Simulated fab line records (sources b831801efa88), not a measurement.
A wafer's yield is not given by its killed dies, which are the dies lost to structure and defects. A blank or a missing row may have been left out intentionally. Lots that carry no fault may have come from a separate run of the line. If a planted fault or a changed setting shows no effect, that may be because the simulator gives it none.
Which tool did it? || flow gf180mcu || 6 lots, 18 wafers sampled, at 2 steps of a route of 602

WHAT EACH GAUGE READ, for each wafer
GF_MVSD_OVL_MEAS_07.
{"lot": "L688", "measured": "day 4 16:23", "on": "overlay-01", "MVSD_OVL (nm)": "-0.6 -0.8 -1.4"}
{"lot": "L690", "measured": "day 5 05:19", "on": "overlay-02", "MVSD_OVL (nm)": "-0.5 1.2 0.2"}
{"lot": "L695", "measured": "day 6 07:40", "on": "overlay-01", "MVSD_OVL (nm)": "0.0 0.4 1.1"}
{"lot": "L700", "measured": "day 7 13:16", "on": "overlay-01", "MVSD_OVL (nm)": "1.4 -0.8 0.9"}
{"lot": "L706", "measured": "day 9 01:25", "on": "overlay-02", "MVSD_OVL (nm)": "2.8 2.6 4.3"}
{"lot": "L708", "measured": "day 9 13:46", "on": "overlay-02", "MVSD_OVL (nm)": "-0.9 -0.7 -1.5"}

TOOL THAT RAN EACH LOT (tool first, then ch and the chambers of the sampled wafers, then the start)
{"lot": "L688", "GF_STI_ETCH_14": "rieSi-02 ch 0,2,3, day 2 06:09"}
{"lot": "L690", "GF_STI_ETCH_14": "rieSi-02 ch 0,2,3, day 2 16:35"}
{"lot": "L695", "GF_STI_ETCH_14": "rieSi-02 ch 0,1, day 3 19:10"}
{"lot": "L700", "GF_STI_ETCH_14": "rieSi-01 ch 1,3, day 4 20:11"}
{"lot": "L706", "GF_STI_ETCH_14": "rieSi-01 ch 0,2,3, day 6 04:24"}
{"lot": "L708", "GF_STI_ETCH_14": "rieSi-02 ch 0,3, day 6 13:46"}
- GF_STI_ETCH_14: etches Si in HBr/Cl2/O2, target depth 360 nm, time 102.9 s.

THE ANSWER, worked out from the rows above alone
Rule: the usual values come from the lots themselves. Put in order of their means at a reading, lots are off if they are a third of the lots or fewer, leave a main group of 4 or more, and stand apart from it by a gap of 3 or more times the standard deviation of the main group's means; of several such gaps the widest counts. A main group whose means are all the same, to the digits that the tables above print for the reading, isn't used. Also off: a lot with no number at a reading for which 4 or more lots have one. All remaining lots with rows at the step are treated as sound.
Off: at GF_MVSD_OVL_MEAS_07 (MVSD_OVL), L706. The main group has a mean of -0.1 nm with a standard deviation of 0.7.
A tool fits if, at a process step before that reading, it ran every lot that is off, and no sound lot after the first of them. Gauges at GF_MVSD_OVL_MEAS_07: tried the same way as those tools. One fits: GF_STI_ETCH_14 on rieSi-01. A fault onset in the window from L700 (day 4 20:11, its last sound lot) to L706 (day 6 04:24, its first lot off) fits.

WHAT THE SIMULATOR HAD PUT IN
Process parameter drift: rieSi-01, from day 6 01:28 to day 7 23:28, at GF_STI_ETCH_14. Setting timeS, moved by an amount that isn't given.
Struck lots among those shown: L706. Same finding as the rule above.
